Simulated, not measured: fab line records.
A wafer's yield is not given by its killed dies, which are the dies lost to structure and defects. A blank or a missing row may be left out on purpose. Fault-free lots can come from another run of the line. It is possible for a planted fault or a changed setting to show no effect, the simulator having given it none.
fab line records	flow sky130
record: lots: 24	wafers: 72	last-day: 50
route steps=708 shown CAP2M@617 METAL4@633 VIA4@650 METAL5@663
lots that met no fault: taken from a fault-free run of the same line
start-h: start of the lot's first displayed wafer, in hours after the record's first day	wait-h: hours elapsed since this lot's preceding step	" same as the row above	L1.1+2: one row covering several wafers at once	- no value, or no start given	* or withheld: withheld	< > ~ a bound
route shown NAME@n: names a module that has steps shown in the file, with the first one's number in the route	usual: the fault-free wafers' mean and standard deviation	same: alike in all rows	chamber/n: place in a boat	sites: per-site readings	_std_site: how widely they spread, as a standard deviation	_edge_site: outer sites' mean less inner sites'	radius-mm: how far each site lies from the wafer's centre	mask NAME#n: copy n	behind: tool/chamber where the wafer was last shaped	hold: why the lot went on hold/how many hours it stayed there/how the hold came to an end	device: transistor that didn't switch, given as n, p or np	end of line: the same wafers' tests at the end of the route	a step without rows: its recipe alone	killed: count of dies lost to structure and defects at first sort (not the wafer's yield)	map: a wafer's dies, x killed, . not, _ none there
set.NAME: the setting as run; set.NAME@STEP: as run at that earlier step	model.NAME: the simulator's own value behind a step, which no gauge read
a sample of lots followed through the steps of the route, with each step as a table and each wafer as a row
services: the hour from which a tool's chamber was out of use, counted from the record's first day as start-h (under 0 if before that day), plus the number of hours and why
== steps ==
step: SKY_CAP2M_STRIP_14
recipe: chemistry: O2/N2	power-w: 1400	pressure-mtorr: 1500	platen-temp-c: withheld	o2-flow-sccm: 3000	n2-flow-sccm: 300	overash-fraction: 0.5
usual: drypump-motor-current-A: 5.6/0.35	n2-flow-sccm: 300.1/0.78	oes-product-au: 0.710/0.0048	strip-time-to-endpoint-s: 12.64/0.042
lot.wafer	tool	chamber	start-h	wait-h	drypump-motor-current-A	n2-flow-sccm	oes-product-au	rf-hours-counter-h	strip-time-to-endpoint-s
L074.2	plasma-asher-01	0	951.96	0.1	5.1	300.9	0.715	110	12.65
L074.5	"	0	"	"	5.1	297.8	0.703	-	12.64
L074.6	"	1	"	"	5.2	299.1	0.710	-	12.65
L075.2	plasma-asher-01	1	962.06	0.1	5.1	300.5	0.708	111	12.68
L075.3	"	0	"	"	5.1	299.7	0.712	-	12.70
L075.6	"	1	"	"	5.2	300.6	0.713	-	12.67
L076.1	plasma-asher-02	0	988.31	0.1	5.7	298.3	0.710	54	12.61
L076.3	"	1	"	"	6.1	301.2	0.708	-	12.62
L076.6	"	0	"	"	5.7	299.6	0.718	-	12.60
L077.2	plasma-asher-04	0	989.21	0.1	5.7	300.4	0.702	24	12.62
L077.4	"	0	"	"	5.7	300.6	0.714	-	12.57
L077.5	"	0	"	"	5.8	299.7	0.709	-	12.66
L079.1	plasma-asher-02	1	993.58	0.1	6.2	300.4	0.715	54	12.60
L079.2	"	0	"	"	5.7	298.8	0.716	54	12.64
L079.4	"	1	"	"	6.1	301.0	0.719	-	12.65
L078.1	plasma-asher-04	1	995.32	0.1	5.6	299.3	0.715	25	12.71
L078.2	"	0	"	"	5.8	300.0	0.706	25	12.71
L078.4	"	1	"	"	5.6	299.8	0.713	-	12.67
L080.1	plasma-asher-01	1	995.56	0.1	5.1	299.3	0.700	115	12.62
L080.2	"	0	"	"	5.1	300.2	0.718	115	12.68
L080.5	"	1	"	"	5.1	300.4	0.711	-	12.66
L081.1	plasma-asher-02	0	998.27	0.1	5.7	300.8	0.712	55	12.63
L081.3	"	1	"	"	6.1	300.5	0.710	-	12.59
L081.4	"	0	"	"	5.7	300.9	0.714	-	12.61
L082.1	plasma-asher-02	0	1014.53	0.1	5.7	298.3	0.710	57	12.55
L082.5	"	1	"	"	6.1	300.9	0.712	-	12.65
L082.6	"	0	"	"	5.7	300.2	0.710	-	12.63
L083.2	plasma-asher-02	0	1017.41	0.1	5.7	299.0	0.705	57	12.62
L083.5	"	0	"	"	5.7	300.0	0.711	-	12.63
L083.6	"	1	"	"	6.1	299.3	0.709	-	12.67
L085.4	plasma-asher-04	0	1025.12	0.1	5.7	299.6	0.716	-	12.59
L085.5	"	0	"	"	5.8	300.3	0.712	-	12.58
L085.6	"	1	"	"	5.6	300.5	0.713	-	12.64
L084.1	plasma-asher-02	1	1026.18	0.1	6.1	299.0	0.704	58	12.65
L084.4	"	0	"	"	5.7	300.5	0.714	-	12.64
L084.5	"	1	"	"	6.1	299.1	0.707	-	12.69
L086.1	plasma-asher-04	1	1039.26	0.1	5.6	301.2	0.711	29	12.58
L086.3	"	0	"	"	5.7	300.0	0.706	-	12.62
L086.4	"	1	"	"	5.6	300.8	0.703	-	12.62
L089.2	plasma-asher-04	1	1064.86	0.1	5.6	301.3	0.718	32	12.63
L089.3	"	1	"	"	5.6	301.5	0.721	-	12.65
L089.4	"	0	"	"	5.7	300.5	0.706	-	12.66
L087.1	plasma-asher-01	0	1067.22	0.1	5.1	301.2	0.706	1	12.56
L087.3	"	0	"	"	5.1	300.9	0.709	-	12.57
L087.4	"	1	"	"	5.2	299.5	0.707	-	12.59
L088.3	plasma-asher-04	0	1067.49	0.1	5.7	298.9	0.713	-	12.73
L088.4	"	1	"	"	5.6	299.7	0.708	-	12.70
L088.5	"	1	"	"	5.6	300.2	0.715	-	12.73
L090.2	plasma-asher-02	1	1067.76	0.1	6.2	300.6	0.715	62	12.60
L090.3	"	1	"	"	6.1	299.2	0.704	-	12.60
L090.4	"	0	"	"	5.6	300.2	0.711	-	12.56
L091.4	plasma-asher-01	1	1069.35	0.1	5.2	299.5	0.708	-	12.66
L091.5	"	0	"	"	5.1	300.0	0.715	-	12.68
L091.6	"	1	"	"	5.2	299.1	0.702	-	12.71
L092.3	plasma-asher-04	1	1071.95	0.1	5.6	300.9	0.715	-	12.62
L092.4	"	0	"	"	5.7	300.0	0.705	-	12.61
L092.6	"	1	"	"	5.6	300.7	0.712	-	12.61
L093.3	plasma-asher-01	1	1072.39	0.1	5.1	300.1	0.714	-	12.67
L093.4	"	0	"	"	5.1	299.6	0.709	-	12.62
L093.5	"	0	"	"	5.1	300.7	0.712	-	12.68
L094.2	plasma-asher-04	0	1084.16	0.1	5.7	301.1	0.702	34	12.58
L094.3	"	0	"	"	5.7	300.1	0.715	-	12.58
L094.6	"	1	"	"	5.6	300.5	0.710	-	12.59
L095.2	plasma-asher-01	1	1089.68	0.1	5.1	300.0	0.711	3	12.70
L095.3	"	1	"	"	5.2	301.0	0.706	-	12.72
L095.6	"	1	"	"	5.2	299.9	0.718	-	12.72
L096.4	plasma-asher-04	0	1092.80	0.1	5.7	300.6	0.705	-	12.58
L096.5	"	1	"	"	5.6	300.5	0.707	-	12.59
L096.6	"	0	"	"	5.7	300.8	0.703	-	12.61
L097.1	plasma-asher-02	0	1096.03	0.1	5.7	300.3	0.704	65	12.66
L097.3	"	0	"	"	5.7	299.8	0.710	-	12.63
L097.4	"	1	"	"	6.1	299.6	0.705	-	12.62
step: SKY_METAL4_ETCH_17
recipe: target: SiO2	stop-on: TiN	chemistry: C4F8/O2/Ar	source-w: 1500	bias-w: 1200	pressure-mtorr: 40	c4f8-flow-sccm: withheld	O2_flow_sccm: 6	Ar_flow_sccm: 300	time-s: 3.9	target-depth-a: 150
usual: oes-product-au: 0.753/0.0072
lot.wafer	tool	chamber	start-h	wait-h	oes-product-au	rf-hours-counter-h
L074.2	rie-diel-02	0	977.35	0.1	0.754	13
L074.5	"	0	"	"	0.754	-
L074.6	"	1	"	"	0.752	-
L075.2	rie-diel-01	3	986.65	0.1	0.750	4
L075.3	"	2	"	"	0.745	2
L075.6	"	3	"	"	0.753	-
L076.1	rie-diel-04	0	1011.50	0.1	0.757	20
L076.3	"	3	"	"	0.750	14
L076.6	"	1	"	"	0.756	-
L077.2	rie-diel-01	1	1012.55	0.1	0.757	21
L077.4	"	2	"	"	0.745	3
L077.5	"	1	"	"	0.761	-
L079.1	rie-diel-02	0	1017.50	0.1	0.748	14
L079.2	"	3	"	"	0.744	16
L079.4	"	2	"	"	0.758	25
L078.1	rie-diel-01	3	1018.45	0.1	0.742	5
L078.2	"	2	"	"	0.756	3
L078.4	"	1	"	"	0.758	21
L080.1	rie-diel-02	3	1018.95	0.1	0.754	16
L080.2	"	1	"	"	0.755	21
L080.5	"	0	"	"	0.757	-
L081.1	rie-diel-02	0	1021.28	0.1	0.742	15
L081.3	"	1	"	"	0.750	21
L081.4	"	3	"	"	0.750	16
L082.1	rie-diel-01	3	1037.13	0.1	0.743	6
L082.5	"	0	"	"	0.750	-
L082.6	"	3	"	"	0.754	-
L083.2	rie-diel-02	1	1040.58	0.1	0.743	22
L083.5	"	0	"	"	0.761	-
L083.6	"	3	"	"	0.752	-
L085.4	rie-diel-01	0	1048.10	0.0	0.752	20
L085.5	"	2	"	"	0.760	-
L085.6	"	1	"	"	0.745	-
L084.1	rie-diel-01	1	1049.33	0.1	0.743	22
L084.4	"	2	"	"	0.752	4
L084.5	"	3	"	"	0.753	-
L086.1	rie-diel-01	0	1061.23	0.1	0.736	20
L086.3	"	2	"	"	0.750	4
L086.4	"	3	"	"	0.746	6
L089.2	rie-diel-04	2	1087.03	0.1	0.751	7
L089.3	"	1	"	"	0.746	5
L089.4	"	1	"	"	0.763	-
L087.1	rie-diel-01	1	1088.75	0.1	0.749	24
L087.3	"	3	"	"	0.747	8
L087.4	"	0	"	"	0.742	-
L088.3	rie-diel-01	0	1089.77	0.0	0.755	21
L088.4	"	1	"	"	0.756	-
L088.5	"	3	"	"	0.760	-
L090.2	rie-diel-01	1	1090.20	0.1	0.747	24
L090.3	"	0	"	"	0.748	21
L090.4	"	2	"	"	0.761	5
L091.4	rie-diel-01	0	1090.45	0.0	0.759	21
L091.5	"	2	"	"	0.747	-
L091.6	"	3	"	"	0.751	-
L092.3	rie-diel-01	3	1092.95	0.0	0.748	8
L092.4	"	1	"	"	0.746	24
L092.6	"	3	"	"	0.755	-
L093.3	rie-diel-01	3	1093.65	0.0	0.758	8
L093.4	"	0	"	"	0.753	22
L093.5	"	0	"	"	0.765	-
L094.2	rie-diel-04	2	1105.64	0.1	0.762	7
L094.3	"	3	"	"	0.753	16
L094.6	"	1	"	"	0.763	-
L095.2	rie-diel-01	0	1110.00	0.1	0.753	22
L095.3	"	1	"	"	0.763	25
L095.6	"	2	"	"	0.760	-
L096.4	rie-diel-04	3	1113.95	0.0	0.747	17
L096.5	"	3	"	"	0.758	-
L096.6	"	2	"	"	0.760	-
L097.1	rie-diel-01	2	1116.83	0.1	0.768	7
L097.3	"	0	"	"	0.754	23
L097.4	"	3	"	"	0.768	10
step: SKY_VIA4_OVL_MEAS_11
usual: VIA4_OVL: -0.3/1.4
lot.wafer	tool	chamber	start-h	wait-h	VIA4_OVL[nm]
L074.2	overlay-01	-	1001.50	0.1	0.7
L074.5	"	-	"	"	0.7
L074.6	"	-	"	"	1.2
L075.2	overlay-01	-	1010.90	0.1	-1.9
L075.3	"	-	"	"	-0.6
L075.6	"	-	"	"	-0.7
L076.1	overlay-02	-	1035.34	0.1	0.0
L076.3	"	-	"	"	-0.8
L076.6	"	-	"	"	0.3
L077.2	overlay-01	-	1036.17	0.1	-0.2
L077.4	"	-	"	"	-0.9
L077.5	"	-	"	"	0.1
L079.1	overlay-02	-	1040.66	0.1	2.3
L079.2	"	-	"	"	3.8
L079.4	"	-	"	"	1.4
L078.1	overlay-01	-	1041.39	0.1	-2.1
L078.2	"	-	"	"	-1.5
L078.4	"	-	"	"	-2.5
L080.1	overlay-02	-	1043.76	0.1	1.6
L080.2	"	-	"	"	-0.5
L080.5	"	-	"	"	0.3
L081.1	overlay-01	-	1045.49	0.1	0.7
L081.3	"	-	"	"	1.2
L081.4	"	-	"	"	0.2
L082.1	overlay-02	-	1059.64	0.1	0.6
L082.5	"	-	"	"	2.7
L082.6	"	-	"	"	3.1
L083.2	overlay-02	-	1063.01	0.1	-0.1
L083.5	"	-	"	"	-0.5
L083.6	"	-	"	"	-2.6
L085.4	overlay-02	-	1069.87	0.1	2.4
L085.5	"	-	"	"	3.5
L085.6	"	-	"	"	1.5
L084.1	overlay-01	-	1071.34	0.1	-2.1
L084.4	"	-	"	"	0.0
L084.5	"	-	"	"	-1.4
L086.1	overlay-02	-	1083.00	0.1	-1.8
L086.3	"	-	"	"	-2.9
L086.4	"	-	"	"	0.1
L089.2	overlay-01	-	1109.21	0.1	-1.6
L089.3	"	-	"	"	-3.7
L089.4	"	-	"	"	-1.6
L087.1	overlay-02	-	1111.45	0.1	-0.3
L087.3	"	-	"	"	-0.2
L087.4	"	-	"	"	-1.4
L088.3	overlay-02	-	1112.33	0.1	0.3
L088.4	"	-	"	"	1.1
L088.5	"	-	"	"	0.3
L090.2	overlay-02	-	1112.62	0.1	0.0
L090.3	"	-	"	"	-0.9
L090.4	"	-	"	"	0.0
L091.4	overlay-02	-	1112.86	0.1	1.1
L091.5	"	-	"	"	1.8
L091.6	"	-	"	"	1.1
L092.3	overlay-02	-	1114.78	0.1	-0.1
L092.4	"	-	"	"	0.0
L092.6	"	-	"	"	-1.3
L093.3	overlay-01	-	1115.08	0.1	-1.8
L093.4	"	-	"	"	-1.8
L093.5	"	-	"	"	-2.0
L094.2	overlay-01	-	1124.80	0.1	-0.5
L094.3	"	-	"	"	-0.9
L094.6	"	-	"	"	-1.2
L095.2	overlay-01	-	1130.47	0.1	-1.7
L095.3	"	-	"	"	-2.7
L095.6	"	-	"	"	-0.6
L096.4	overlay-01	-	1135.42	0.1	-0.8
L096.5	"	-	"	"	0.6
L096.6	"	-	"	"	-0.2
L097.1	overlay-01	-	1137.20	0.1	-0.9
L097.3	"	-	"	"	-0.5
L097.4	"	-	"	"	-1.6
step: SKY_VIA4_THK_MEAS_20
recipe: thk-meas-gauge: xrf	reads: W_of_VIA4_CVD_18
usual: VIA4_W_THK: 513/5.5
lot.wafer	tool	chamber	start-h	wait-h	VIA4_W_THK[nm]
L074.2	film-metro-01	-	1002.54	0.1	514
L074.5	"	-	"	"	517
L074.6	"	-	"	"	508
L075.2	film-metro-01	-	1012.02	0.1	507
L075.3	"	-	"	"	514
L075.6	"	-	"	"	516
L076.1	film-metro-01	-	1036.38	0.1	515
L076.3	"	-	"	"	512
L076.6	"	-	"	"	518
L077.2	film-metro-02	-	1037.21	0.1	504
L077.4	"	-	"	"	511
L077.5	"	-	"	"	510
L079.1	film-metro-04	-	1041.70	0.1	519
L079.2	"	-	"	"	512
L079.4	"	-	"	"	510
L078.1	film-metro-02	-	1042.43	0.1	517
L078.2	"	-	"	"	514
L078.4	"	-	"	"	508
L080.1	film-metro-04	-	1044.80	0.1	509
L080.2	"	-	"	"	508
L080.5	"	-	"	"	513
L081.1	film-metro-01	-	1046.53	0.1	525
L081.3	"	-	"	"	526
L081.4	"	-	"	"	527
L082.1	film-metro-01	-	1060.68	0.1	512
L082.5	"	-	"	"	511
L082.6	"	-	"	"	518
L083.2	film-metro-04	-	1064.05	0.1	504
L083.5	"	-	"	"	514
L083.6	"	-	"	"	508
L085.4	film-metro-01	-	1070.95	0.1	503
L085.5	"	-	"	"	500
L085.6	"	-	"	"	507
L084.1	film-metro-02	-	1072.38	0.1	512
L084.4	"	-	"	"	523
L084.5	"	-	"	"	517
L086.1	film-metro-04	-	1084.04	0.1	523
L086.3	"	-	"	"	518
L086.4	"	-	"	"	518
L089.2	film-metro-04	-	1110.74	0.1	508
L089.3	"	-	"	"	512
L089.4	"	-	"	"	522
L087.1	film-metro-01	-	1112.88	0.1	519
L087.3	"	-	"	"	505
L087.4	"	-	"	"	515
L088.3	film-metro-02	-	1113.68	0.1	510
L088.4	"	-	"	"	499
L088.5	"	-	"	"	505
L090.2	film-metro-02	-	1114.24	0.1	514
L090.3	"	-	"	"	516
L090.4	"	-	"	"	512
L091.4	film-metro-01	-	1114.75	0.1	514
L091.5	"	-	"	"	514
L091.6	"	-	"	"	508
L093.3	film-metro-04	-	1116.26	0.1	520
L093.4	"	-	"	"	514
L093.5	"	-	"	"	518
L092.3	film-metro-01	-	1116.35	0.1	514
L092.4	"	-	"	"	506
L092.6	"	-	"	"	501
L094.2	film-metro-02	-	1125.90	0.1	512
L094.3	"	-	"	"	511
L094.6	"	-	"	"	510
L095.2	film-metro-01	-	1131.59	0.1	520
L095.3	"	-	"	"	513
L095.6	"	-	"	"	510
L096.4	film-metro-01	-	1136.71	0.1	509
L096.5	"	-	"	"	503
L096.6	"	-	"	"	511
L097.1	film-metro-02	-	1138.39	0.1	512
L097.3	"	-	"	"	507
L097.4	"	-	"	"	518
step: SKY_VIA4_CMP_21
recipe: stop-on: SiO2	t-overpolish-s: 25	down-force-psi: 3.5	platen-rpm: 60	target-thk-nm: 0	pad-velocity-m-s: 0.94248
usual: motor-current-A: 11.0/1.3	overpolish-run-s: 25.001/0.0096	time-to-endpoint-s: 122/3.1
lot.wafer	tool	chamber	start-h	wait-h	motor-current-A	overpolish-run-s	time-to-endpoint-s
L074.2	cmp-02	3	1002.59	0.0	9.4	24.993	125
L074.6	"	3	"	"	9.6	25.012	119
L074.5	"	0	"	"	11.1	25.013	120
L075.3	cmp-01	1	1012.07	0.0	12.0	25.026	119
L075.2	"	2	"	"	12.0	25.004	118
L075.6	"	2	"	"	12.2	24.997	117
L076.1	cmp-01	2	1036.44	0.1	12.2	25.005	117
L076.3	"	0	"	"	12.7	25.000	118
L076.6	"	3	"	"	11.1	25.001	121
L077.2	cmp-01	1	1037.60	0.4	11.5	25.007	123
L077.4	"	3	"	"	11.1	24.991	126
L077.5	"	1	"	"	11.3	24.996	124
L079.1	cmp-01	3	1041.86	0.2	11.9	25.005	122
L079.4	"	0	"	"	12.1	25.007	120
L079.2	"	1	"	"	11.9	25.021	123
L078.1	cmp-02	3	1042.50	0.1	10.1	24.998	124
L078.4	"	0	"	"	10.9	25.005	125
L078.2	"	1	"	"	8.7	25.005	125
L080.1	cmp-02	0	1044.86	0.1	11.4	24.990	120
L080.2	"	2	"	"	11.1	24.995	116
L080.5	"	0	"	"	10.6	25.001	118
L081.3	cmp-01	2	1046.59	0.0	12.0	25.010	120
L081.4	"	0	"	"	12.8	25.006	118
L081.1	"	1	"	"	11.6	25.023	123
L082.1	cmp-01	2	1060.74	0.1	12.1	24.997	120
L082.6	"	2	"	"	11.2	25.007	119
L082.5	"	3	"	"	11.4	25.012	122
L083.2	cmp-02	0	1064.15	0.1	11.1	24.982	116
L083.5	"	3	"	"	9.9	24.981	124
L083.6	"	0	"	"	11.5	24.991	116
L085.4	cmp-01	2	1071.13	0.2	11.6	25.008	118
L085.5	"	1	"	"	12.3	25.013	123
L085.6	"	2	"	"	12.3	24.999	123
L084.1	cmp-02	0	1072.44	0.1	11.2	24.996	119
L084.4	"	1	"	"	7.8	25.006	125
L084.5	"	1	"	"	8.3	24.998	125
L086.3	cmp-01	2	1084.47	0.4	12.2	24.994	123
L086.4	"	3	"	"	11.4	24.983	123
L086.1	"	1	"	"	11.9	24.983	122
L089.3	cmp-02	0	1111.55	0.8	11.4	24.986	121
L089.4	"	1	"	"	8.0	24.991	123
L089.2	"	2	"	"	11.1	25.003	117
L087.4	cmp-02	3	1113.05	0.1	10.1	25.008	122
L087.1	"	0	"	"	11.0	25.012	123
L087.3	"	2	"	"	11.2	24.998	121
L088.4	cmp-02	2	1113.95	0.3	11.0	25.005	118
L088.3	"	1	"	"	8.4	24.992	127
L088.5	"	3	"	"	9.8	25.003	122
L090.4	cmp-02	3	1114.55	0.3	10.5	24.986	127
L090.3	"	0	"	"	11.1	25.011	123
L090.2	"	2	"	"	10.9	24.996	121
L091.4	cmp-02	0	1115.60	0.8	11.2	24.993	124
L091.5	"	1	"	"	8.0	25.014	125
L091.6	"	2	"	"	11.3	24.999	123
L093.4	cmp-01	0	1116.74	0.5	12.7	24.994	118
L093.3	"	1	"	"	11.5	25.011	120
L093.5	"	1	"	"	11.0	24.989	118
L092.3	cmp-02	2	1117.05	0.7	11.2	24.996	123
L092.4	"	3	"	"	10.2	25.000	130
L092.6	"	1	"	"	8.6	25.007	126
L094.3	cmp-02	1	1126.05	0.1	8.5	25.006	126
L094.2	"	2	"	"	11.5	25.007	121
L094.6	"	3	"	"	10.0	25.009	128
L095.3	cmp-02	2	1131.64	0.0	10.8	25.007	120
L095.2	"	1	"	"	8.3	24.995	125
L095.6	"	2	"	"	11.4	25.005	121
L096.4	cmp-01	3	1137.07	0.3	10.9	24.990	123
L096.5	"	2	"	"	11.8	24.988	116
L096.6	"	3	"	"	11.9	24.999	119
L097.1	cmp-01	2	1138.45	0.1	12.4	25.009	124
L097.4	"	3	"	"	11.6	24.988	125
L097.3	"	1	"	"	11.5	25.009	122
step: SKY_METAL5_SPUTTER_02
recipe: material: AlCu	target-thk-nm: 1150	power-w: 10600	time-s: 61.2	chamber-pressure-pa: 0.4
usual: throttle-valve-pct: 30.0/0.93
lot.wafer	tool	chamber	start-h	wait-h	throttle-valve-pct
L074.2	pvd-sputter-04	-	1002.93	0.0	29.7
L074.5	"	-	"	"	30.0
L074.6	"	-	"	"	29.2
L075.2	pvd-sputter-02	-	1012.42	0.0	30.5
L075.3	"	-	"	"	31.7
L075.6	"	-	"	"	29.4
L076.1	pvd-sputter-04	-	1036.78	0.0	29.9
L076.3	"	-	"	"	29.1
L076.6	"	-	"	"	30.4
L077.2	pvd-sputter-02	-	1037.89	0.0	29.5
L077.4	"	-	"	"	30.6
L077.5	"	-	"	"	30.8
L079.1	pvd-sputter-04	-	1042.16	0.0	30.1
L079.2	"	-	"	"	29.2
L079.4	"	-	"	"	29.5
L078.1	pvd-sputter-02	-	1042.84	0.0	30.9
L078.2	"	-	"	"	31.7
L078.4	"	-	"	"	31.1
L080.1	pvd-sputter-01	-	1045.26	0.0	29.9
L080.2	"	-	"	"	29.2
L080.5	"	-	"	"	31.4
L081.1	pvd-sputter-01	-	1046.93	0.0	31.0
L081.3	"	-	"	"	30.0
L081.4	"	-	"	"	29.0
L082.1	pvd-sputter-04	-	1061.08	0.0	29.1
L082.5	"	-	"	"	29.6
L082.6	"	-	"	"	29.2
L083.2	pvd-sputter-04	-	1064.44	0.0	29.5
L083.5	"	-	"	"	29.4
L083.6	"	-	"	"	30.1
L085.4	pvd-sputter-01	-	1071.45	0.0	28.9
L085.5	"	-	"	"	31.2
L085.6	"	-	"	"	29.9
L084.1	pvd-sputter-02	-	1072.78	0.0	30.7
L084.4	"	-	"	"	31.3
L084.5	"	-	"	"	29.5
L086.1	pvd-sputter-02	-	1084.82	0.0	30.5
L086.3	"	-	"	"	31.9
L086.4	"	-	"	"	31.3
L089.2	pvd-sputter-01	-	1111.90	0.0	29.6
L089.3	"	-	"	"	28.5
L089.4	"	-	"	"	31.1
L087.1	pvd-sputter-01	-	1113.40	0.0	31.1
L087.3	"	-	"	"	28.8
L087.4	"	-	"	"	29.9
L088.3	pvd-sputter-01	-	1114.30	0.0	31.3
L088.4	"	-	"	"	29.2
L088.5	"	-	"	"	28.4
L090.2	pvd-sputter-01	-	1114.90	0.0	29.8
L090.3	"	-	"	"	28.9
L090.4	"	-	"	"	29.0
L091.4	pvd-sputter-04	-	1115.80	0.0	29.5
L091.5	"	-	"	"	29.2
L091.6	"	-	"	"	29.0
L093.3	pvd-sputter-01	-	1117.09	0.0	29.4
L093.4	"	-	"	"	28.7
L093.5	"	-	"	"	28.7
L092.3	pvd-sputter-01	-	1117.30	0.0	31.3
L092.4	"	-	"	"	30.0
L092.6	"	-	"	"	29.1
L094.2	pvd-sputter-02	-	1126.30	0.0	31.7
L094.3	"	-	"	"	29.6
L094.6	"	-	"	"	31.1
L095.2	pvd-sputter-02	-	1131.98	0.0	29.4
L095.3	"	-	"	"	32.0
L095.6	"	-	"	"	29.5
L096.4	pvd-sputter-04	-	1137.37	0.0	29.5
L096.5	"	-	"	"	30.1
L096.6	"	-	"	"	30.0
L097.1	pvd-sputter-01	-	1138.80	0.0	28.5
L097.3	"	-	"	"	29.9
L097.4	"	-	"	"	28.9
== services ==
tool	chamber	start-h	hours	kind
rie-diel-02	2	929.06	3.3	repair
rie-diel-01	0	937.64	1.4	repair
plasma-asher-04	-	938.07	1.4	repair
pvd-sputter-01	-	946.54	2.2	repair
cmp-01	-	979.45	5.1	pm
pvd-sputter-02	-	980.54	13.6	repair
cmp-02	-	989.30	4.6	repair
cmp-02	-	1015.91	0.2	repair
cmp-02	-	1033.60	4.2	repair
pvd-sputter-04	-	1044.59	3.3	repair
plasma-asher-01	-	1045.88	0.9	repair
pvd-sputter-02	-	1053.78	0.6	repair
plasma-asher-01	-	1055.25	9.0	pm
plasma-asher-02	-	1079.54	2.8	pm
pvd-sputter-04	-	1079.99	20.8	repair
cmp-02	-	1084.04	4.0	pm
cmp-01	-	1086.41	5.2	repair
rie-diel-01	2	1086.77	3.2	repair
cmp-01	-	1110.22	5.6	pm
pvd-sputter-02	-	1116.55	8.4	repair
cmp-02	-	1117.26	1.6	repair
cmp-02	-	1122.08	0.3	repair
rie-diel-01	1	1129.18	1.7	repair
pvd-sputter-02	-	1137.56	0.7	repair
== key ==
fault none
